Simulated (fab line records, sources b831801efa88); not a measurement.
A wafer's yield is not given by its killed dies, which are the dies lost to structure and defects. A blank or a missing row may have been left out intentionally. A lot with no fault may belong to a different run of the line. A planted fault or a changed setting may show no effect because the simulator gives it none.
What tool caused it? | flow sky130 | 45 wafers from 15 lots sampled at 7 of the route's 708 steps

== WHAT THE GAUGES SHOWED, per wafer ==
SKY_PWDE_TW_MEAS_10.
lot  | measured    | on            | PWDE_TW
L960 | day 4 02:32 | film-metro-01 | 377.6 375.1 378.6
L961 | day 4 10:42 | film-metro-01 | 375.7 374.3 374.5
L962 | day 4 13:46 | film-metro-03 | 370.2 371.9 373.3
L964 | day 5 02:40 | film-metro-03 | 371.5 371.6 367.7
L965 | day 5 04:57 | film-metro-03 | 370.5 370.7 367.1
L968 | day 5 22:00 | film-metro-01 | 377.4 376.7 378.0
L969 | day 6 03:16 | film-metro-01 | 374.9 373.4 377.7
L970 | day 6 12:54 | film-metro-01 | 374.7 375.5 376.8
L971 | day 6 23:31 | film-metro-04 | 372.9 374.9 374.2
L972 | day 7 03:16 | film-metro-04 | 380.2 377.1 377.9
L975 | day 7 15:46 | film-metro-04 | 377.6 376.2 378.0
L976 | day 7 23:34 | film-metro-01 | 372.7 373.7 371.8
L977 | day 8 04:14 | film-metro-04 | 373.5 373.3 374.1
L979 | day 8 12:10 | film-metro-04 | 374.6 373.8 373.2
L981 | day 9 02:44 | film-metro-03 | 367.5 368.8 367.8

SKY_VT_ADJUST_LVTN_OVL_MEAS_18.
lot  | measured     | on         | VT_ADJUST_LVTN_01_OVL (nm)
L960 | day 7 23:39  | overlay-02 | -1.4 -1.8 -3.4
L961 | day 8 08:14  | overlay-01 | 0.3 -0.4 1.2
L962 | day 8 14:00  | overlay-02 | -1.3 -1.4 -1.6
L964 | day 9 04:32  | overlay-01 | -1.8 -1.4 -3.2
L965 | day 9 06:53  | overlay-01 | -1.0 -1.5 -0.6
L968 | day 10 06:24 | overlay-02 | 0.0 1.4 1.6
L969 | day 10 10:36 | overlay-01 | -4.1 -2.3 -1.6
L970 | day 10 22:12 | overlay-01 | - - -
L971 | day 11 10:16 | overlay-01 | - - -
L972 | day 11 18:07 | overlay-01 | - - -
L975 | day 12 07:48 | overlay-02 | -0.7 -3.3 -1.9
L976 | day 12 16:29 | overlay-01 | 0.1 1.5 -1.4
L977 | day 12 22:38 | overlay-02 | -0.1 -4.0 0.4
L979 | day 13 08:41 | overlay-02 | -0.6 -1.1 -0.9
L981 | day 14 00:56 | overlay-02 | 0.4 2.6 3.2

SKY_VT_ADJUST_NCORE_TW_MEAS_11.
lot  | measured     | on            | VT_ADJUST_NCORE_TW
L960 | day 8 21:06  | film-metro-02 | 218.3 219.2 218.0
L961 | day 9 05:24  | film-metro-02 | 217.6 218.5 217.9
L962 | day 9 11:50  | film-metro-02 | 217.8 217.7 217.4
L964 | day 10 02:47 | film-metro-02 | 217.3 217.6 217.2
L965 | day 10 05:37 | film-metro-01 | 221.7 223.1 221.2
L968 | day 11 05:43 | film-metro-01 | 222.7 222.0 221.4
L969 | day 11 10:10 | film-metro-03 | 214.8 216.7 215.4
L970 | day 11 22:34 | film-metro-02 | 245.8 246.1 246.9
L971 | day 12 10:58 | film-metro-01 | 251.7 252.1 252.1
L972 | day 12 18:27 | film-metro-01 | 252.8 250.9 252.0
L975 | day 13 09:16 | film-metro-01 | 223.2 223.8 222.1
L976 | day 13 17:58 | film-metro-02 | 216.6 217.1 216.7
L977 | day 14 00:38 | film-metro-03 | 217.2 217.6 217.7
L979 | day 14 10:32 | film-metro-01 | 222.1 221.9 222.2
L981 | day 15 02:56 | film-metro-01 | 222.4 222.3 222.3

SKY_VT_ADJUST_HVTR_TW_MEAS_11.
lot  | measured     | on            | VT_ADJUST_HVTR_TW
L960 | day 9 18:43  | film-metro-01 | 212.5 213.7 213.6
L961 | day 10 03:05 | film-metro-01 | 214.5 214.7 214.4
L962 | day 10 09:56 | film-metro-01 | 213.5 213.7 213.6
L964 | day 11 01:31 | film-metro-04 | 213.2 212.5 214.3
L965 | day 11 03:56 | film-metro-03 | 208.8 207.4 208.2
L968 | day 12 05:05 | film-metro-04 | 211.4 211.6 210.5
L969 | day 12 10:34 | film-metro-01 | 212.8 213.1 212.6
L970 | day 12 22:52 | film-metro-04 | 245.0 244.6 244.8
L971 | day 13 12:23 | film-metro-01 | 249.0 248.0 248.2
L972 | day 13 19:44 | film-metro-03 | 238.8 239.9 239.8
L975 | day 14 11:16 | film-metro-03 | 209.9 209.7 210.5
L976 | day 14 19:01 | film-metro-03 | 209.1 208.7 209.0
L977 | day 15 02:37 | film-metro-03 | 207.3 208.4 207.0
L979 | day 15 11:34 | film-metro-04 | 211.8 211.6 211.6
L981 | day 16 05:23 | film-metro-01 | 213.4 213.7 213.0

SKY_GATE_OXIDE_THK_MEAS_02.
lot  | measured     | on            | GATE_OXIDE_OXIDATION_00_THK (nm)
L960 | day 13 02:27 | film-metro-04 | 10.29 10.48 10.31
L961 | day 13 09:13 | film-metro-04 | 10.39 10.68 10.48
L962 | day 13 18:34 | film-metro-04 | 10.60 10.43 10.60
L964 | day 14 18:04 | film-metro-04 | 10.38 10.58 10.46
L965 | day 14 18:04 | film-metro-01 | 10.31 10.28 10.22
L968 | day 15 20:26 | film-metro-01 | 10.44 10.55 10.68
L969 | day 16 06:31 | film-metro-04 | 10.33 10.32 10.25
L970 | day 16 19:08 | film-metro-04 | 10.34 10.17 10.22
L971 | day 17 05:18 | film-metro-01 | 10.46 10.29 10.53
L972 | day 17 10:34 | film-metro-04 | 10.33 10.29 10.31
L975 | day 18 05:59 | film-metro-04 | 10.21 10.11 10.24
L976 | day 18 16:24 | film-metro-03 | 10.28 10.24 10.49
L977 | day 19 03:27 | film-metro-04 | 10.37 10.40 10.53
L979 | day 19 10:30 | film-metro-03 | 10.73 10.67 10.60
L981 | day 20 09:04 | film-metro-03 | 10.31 10.28 10.35

SKY_LOCAL_INTERCONNECT_THK_MEAS_02: measures by xrf.
lot  | measured     | on            | LOCAL_INTERCONNECT_TIN_THK (nm)
L960 | day 29 08:21 | film-metro-03 | 100.6 100.4 99.9
L961 | day 30 01:22 | film-metro-02 | 101.8 100.2 102.6
L962 | day 30 08:17 | film-metro-03 | 97.7 99.3 97.7
L964 | day 31 09:16 | film-metro-03 | 98.8 100.5 101.8
L965 | day 31 04:20 | film-metro-04 | 99.1 96.6 99.0
L968 | day 32 11:38 | film-metro-04 | 99.0 97.7 99.3
L969 | day 32 18:22 | film-metro-02 | 100.2 100.7 100.4
L970 | day 33 06:44 | film-metro-03 | 99.0 100.0 98.1
L971 | day 33 14:41 | film-metro-02 | 99.3 99.2 100.2
L972 | day 33 20:14 | film-metro-03 | 100.4 101.2 100.1
L975 | day 34 12:02 | film-metro-04 | 100.4 97.5 99.6
L976 | day 34 20:56 | film-metro-02 | 98.6 100.3 100.5
L977 | day 35 07:58 | film-metro-03 | 100.4 98.8 99.6
L979 | day 35 14:51 | film-metro-02 | 99.3 99.8 99.9
L981 | day 36 02:59 | film-metro-04 | 101.1 101.6 100.7

== EACH LOT AND THE TOOL THAT RAN IT (in order: tool; ch and the chambers of the sampled wafers; start) ==
lot  | SKY_VT_ADJUST_LVTN_COAT_13
L960 | litho-track-04 ch 0, day 7 13:17
L961 | litho-track-02 ch 0, day 7 21:57
L962 | litho-track-03 ch 0, day 8 03:18
L964 | litho-track-04 ch 0, day 8 17:57
L965 | litho-track-02 ch 0, day 8 20:30
L968 | litho-track-04 ch 0, day 9 18:50
L969 | litho-track-03 ch 0, day 9 23:22
L970 | litho-track-04, day 10 10:50
L971 | litho-track-04, day 10 22:54
L972 | litho-track-02, day 11 06:21
L975 | litho-track-02 ch 0, day 11 19:48
L976 | litho-track-02 ch 0, day 12 04:57
L977 | litho-track-02 ch 0, day 12 10:27
L979 | litho-track-02 ch 0, day 12 19:32
L981 | litho-track-02 ch 0, day 13 12:27
- SKY_VT_ADJUST_LVTN_COAT_13: resist thk 1140 nm.

== AS READ BY THE TOOLS THEMSELVES (means over the sampled wafers that have a number; for cases with no such wafer, the mark the record gives instead) ==
SKY_VT_ADJUST_LVTN_COAT_13.
lot  | tool           | chill-plate-temp-C (C) | dispense-pressure-kPa (kPa)
L960 | litho-track-04 | 22.93                  | 52.9
L961 | litho-track-02 | 22.89                  | 52.0
L962 | litho-track-03 | 22.69                  | 53.4
L964 | litho-track-04 | 22.88                  | 52.9
L965 | litho-track-02 | 22.97                  | 52.0
L968 | litho-track-04 | 22.93                  | 52.9
L969 | litho-track-03 | 23.08                  | 53.4
L970 | litho-track-04 | -                      | -
L971 | litho-track-04 | -                      | -
L972 | litho-track-02 | -                      | -
L975 | litho-track-02 | 22.97                  | 52.0
L976 | litho-track-02 | 23.14                  | 52.0
L977 | litho-track-02 | 22.92                  | 52.0
L979 | litho-track-02 | 23.13                  | 52.0
L981 | litho-track-02 | 22.92                  | 52.0

== THE ANSWER, worked out from the rows above alone ==
Rule: usual is defined by the lots themselves. The widest of any qualifying gaps counts: lots, ordered by their means at a reading, are off when they make up no more than a third of the lots, leave a main group of 4 or more, and stand apart from it by 3 or more times the standard deviation of that group's means. A main group is skipped when, at the precision printed for the reading in the tables above, its means are all equal. Also off: a lot with no number at a reading for which 4 or more lots have one. The other lots that the step has rows for count as sound. First the gauges in route order, then the tools' own readings, where a lot's mean is used as printed above. At the first step where some lot is off, the reading lying furthest off is the one used; lots without a number count as furthest.
Off: at SKY_VT_ADJUST_LVTN_OVL_MEAS_18 (VT_ADJUST_LVTN_01_OVL), L970, L971, L972. Without a number there: L970, L971, L972. Mean -0.8 nm and standard deviation 1.4 in the main group.
If a tool, at a process step before that reading, ran all the lots that are off and no sound lot after the first of them, it fits. Not tried: the gauges at SKY_VT_ADJUST_LVTN_OVL_MEAS_18; whatever is off there is also off at SKY_VT_ADJUST_NCORE_TW_MEAS_11, on other tools, and gauge error can't account for it. Of those tried, none fits.

== WHAT WAS PUT IN BY THE SIMULATOR ==
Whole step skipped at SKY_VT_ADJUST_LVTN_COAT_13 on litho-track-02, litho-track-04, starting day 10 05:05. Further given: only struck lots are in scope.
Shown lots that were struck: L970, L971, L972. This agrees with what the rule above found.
